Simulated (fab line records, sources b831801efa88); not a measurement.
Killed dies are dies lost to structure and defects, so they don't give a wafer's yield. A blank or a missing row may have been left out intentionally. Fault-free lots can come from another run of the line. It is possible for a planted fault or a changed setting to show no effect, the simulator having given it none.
Which of the tools did it?	flow gf180mcu	Sampling: 12 lots, 36 wafers, 5 of 602 route steps

## WHAT THE GAUGES READ, wafer by wafer
GF_PASSIVATION_THK_MEAS_03.
lot	measured	on	PASSIVATION_CVD_02_THK (nm)
L413	day 28 02:40	filmMetro-03	700 699 697
L414	day 28 12:57	filmMetro-03	690 694 694
L415	day 28 18:10	filmMetro-02	703 699 711
L416	day 29 11:43	filmMetro-03	686 697 699
L417	day 29 12:01	filmMetro-02	694 712 704
L418	day 29 16:53	filmMetro-02	709 699 704
L419	day 30 02:12	filmMetro-03	685 693 703
L420	day 30 06:52	filmMetro-03	695 705 710
L426	day 32 02:31	filmMetro-03	660 664 703
L430	day 33 00:16	filmMetro-02	687 690 694
L433	day 33 16:59	filmMetro-02	712 719 718
L436	day 34 07:42	filmMetro-02	692 686 691

## WHAT TOOL EACH LOT RAN ON (gives the tool, then ch and the chambers of the sampled wafers, and finally the start)
lot	GF_V4_ETCH_17	GF_V4_SPUTTER_22	GF_V5_CVD_23	GF_PASSIVATION_CVD_02
L413	rieDiel-03 ch 0,3, day 24 08:59 or earlier	pvdSputter-02, day 24 08:59	cvdW-02 ch 0,1, day 27 04:14	pecvd-01 ch 0,1, day 28 02:20
L414	rieDiel-04 ch 0,1,2, day 24 19:47 or earlier	pvdSputter-02, day 24 19:47	cvdW-02 ch 0,1, day 27 14:18	pecvd-01 ch 2, day 28 12:31
L415	rieDiel-03 ch 2,3, day 25 01:08 or earlier	pvdSputter-04, day 25 01:08	cvdW-01 ch 0,1, day 27 20:10	pecvd-04 ch 0,1,2, day 28 17:53
L416	rieDiel-01 ch 0,3, day 25 15:35 or earlier	pvdSputter-03, day 25 15:35	cvdW-02 ch 0,1, day 28 14:38	pecvd-04 ch 0,2, day 29 11:25
L417	rieDiel-03 ch 2,3, day 25 22:32 or earlier	pvdSputter-02, day 25 22:32	cvdW-01 ch 0,1, day 28 14:59	pecvd-02 ch 0,1,2, day 29 11:43
L418	rieDiel-01 ch 0,1,2, day 26 05:09 or earlier	pvdSputter-03, day 26 05:09	cvdW-02 ch 0,1, day 28 19:46	pecvd-01 ch 0,1,2, day 29 16:35
L419	rieDiel-01 ch 0,1, day 26 12:45 or earlier	pvdSputter-02, day 26 12:45	cvdW-01 ch 0,1, day 29 05:16	pecvd-04 ch 1,2, day 30 01:46
L420	rieDiel-04 ch 0,1,2, day 26 19:02 or earlier	pvdSputter-02, day 26 19:02	cvdW-01 ch 0, day 29 09:27	pecvd-04 ch 1,2, day 30 06:26
L426	rieDiel-03 ch 1,3, day 28 19:02 or earlier	pvdSputter-02, day 28 19:02	cvdW-01 ch 0,1, day 31 06:53	pecvd-04 ch 1,2, day 32 02:13
L430	rieDiel-01 ch 0,2,3, day 29 20:47 or earlier	pvdSputter-02, day 29 20:47	cvdW-02 ch 1, day 32 06:06	pecvd-01 ch 0,1, day 32 23:58
L433	rieDiel-01 ch 0,3, day 30 14:48 or earlier	pvdSputter-02, day 30 14:48	cvdW-02 ch 0,1, day 32 22:47	pecvd-02 ch 0,1,2, day 33 16:49
L436	rieDiel-03 ch 0,1,2, day 31 08:33 or earlier	pvdSputter-03, day 31 08:33	cvdW-02 ch 0,1, day 33 13:47	pecvd-02 ch 0,1, day 34 07:25
- GF_V4_ETCH_17: etches SiO2 in C4F8/O2/Ar, stops on TiN, target depth 630 nm.
- GF_V4_SPUTTER_22: material TiN, target thk 10 nm, time 40 s.
- GF_V5_CVD_23: deposits W, target thk 350 nm, time 104.9 s.
- GF_PASSIVATION_CVD_02: deposits Si3N4, target thk 700 nm, time 486.18 s.

## WHAT THE TOOLS THEMSELVES READ (means of the sampled wafers that have a number; where no wafer has one, the mark that the record gives instead)
GF_V4_ETCH_17.
lot	tool	oesProductAu (a.u.)
L413	rieDiel-03	0.863
L414	rieDiel-04	0.855
L415	rieDiel-03	0.857
L416	rieDiel-01	0.861
L417	rieDiel-03	0.857
L418	rieDiel-01	0.856
L419	rieDiel-01	0.859
L420	rieDiel-04	0.857
L426	rieDiel-03	0.853
L430	rieDiel-01	0.855
L433	rieDiel-01	0.853
L436	rieDiel-03	0.854

GF_V4_SPUTTER_22.
lot	tool	throttleValvePct (%)
L413	pvdSputter-02	29.5
L414	pvdSputter-02	29.8
L415	pvdSputter-04	30.6
L416	pvdSputter-03	30.0
L417	pvdSputter-02	30.3
L418	pvdSputter-03	29.8
L419	pvdSputter-02	30.3
L420	pvdSputter-02	29.6
L426	pvdSputter-02	29.7
L430	pvdSputter-02	29.6
L433	pvdSputter-02	30.3
L436	pvdSputter-03	29.9

GF_V5_CVD_23.
lot	tool	heaterPowerW (W)	susceptorTempC (C)
L413	cvdW-02	789	400.00
L414	cvdW-02	797	400.02
L415	cvdW-01	880	399.81
L416	cvdW-02	796	400.05
L417	cvdW-01	874	399.93
L418	cvdW-02	800	400.15
L419	cvdW-01	856	400.11
L420	cvdW-01	889	400.11
L426	cvdW-01	873	400.05
L430	cvdW-02	819	400.18
L433	cvdW-02	809	400.06
L436	cvdW-02	784	400.26

GF_PASSIVATION_CVD_02.
lot	tool	heaterPowerW (W)	rfFwdPowerW (W)	susceptorTempC (C)
L413	pecvd-01	785	447.4	400.16
L414	pecvd-01	667	449.3	399.83
L415	pecvd-04	661	448.9	400.05
L416	pecvd-04	756	448.0	399.80
L417	pecvd-02	758	447.9	400.12
L418	pecvd-01	763	448.0	399.82
L419	pecvd-04	652	450.3	400.22
L420	pecvd-04	641	449.0	399.93
L426	pecvd-04	670	401.9	400.16
L430	pecvd-01	808	448.1	400.01
L433	pecvd-02	777	448.5	399.90
L436	pecvd-02	780	449.2	399.93

## THE ANSWER, worked out from the rows above alone
Rule: the lots themselves supply what counts as usual. Put in order of their means at a reading, lots are off if they are a third of the lots or fewer, leave a main group of 4 or more, and stand apart from it by a gap of 3 or more times the standard deviation of the main group's means; of several such gaps the widest counts. A main group whose means are all the same, to the digits that the tables above print for the reading, isn't used. A lot without any number at a reading at which 4 lots or more have one is off too. All remaining lots with rows at the step are treated as sound. First the gauges in route order, then the tools' own readings, where a lot's mean is used as printed above. The first step at which some lot is off is used, and at that step the reading that is off furthest; a lot without a number counts as furthest.
Off, at GF_PASSIVATION_CVD_02 on rfFwdPowerW: L426. The main group has a mean of 448.6 W with a standard deviation of 0.79.
A tool fits if, at that step or a process step before it, it ran every lot that is off, and no sound lot after the first of them. GF_V4_ETCH_17: start missing for some lots; hours and lot order therefore follow GF_V4_SPUTTER_22. Can't be told from this: 2 tools fit, cvdW-01 at GF_V5_CVD_23, pecvd-04 at GF_PASSIVATION_CVD_02.

## WHAT THE SIMULATOR HAD PUT IN
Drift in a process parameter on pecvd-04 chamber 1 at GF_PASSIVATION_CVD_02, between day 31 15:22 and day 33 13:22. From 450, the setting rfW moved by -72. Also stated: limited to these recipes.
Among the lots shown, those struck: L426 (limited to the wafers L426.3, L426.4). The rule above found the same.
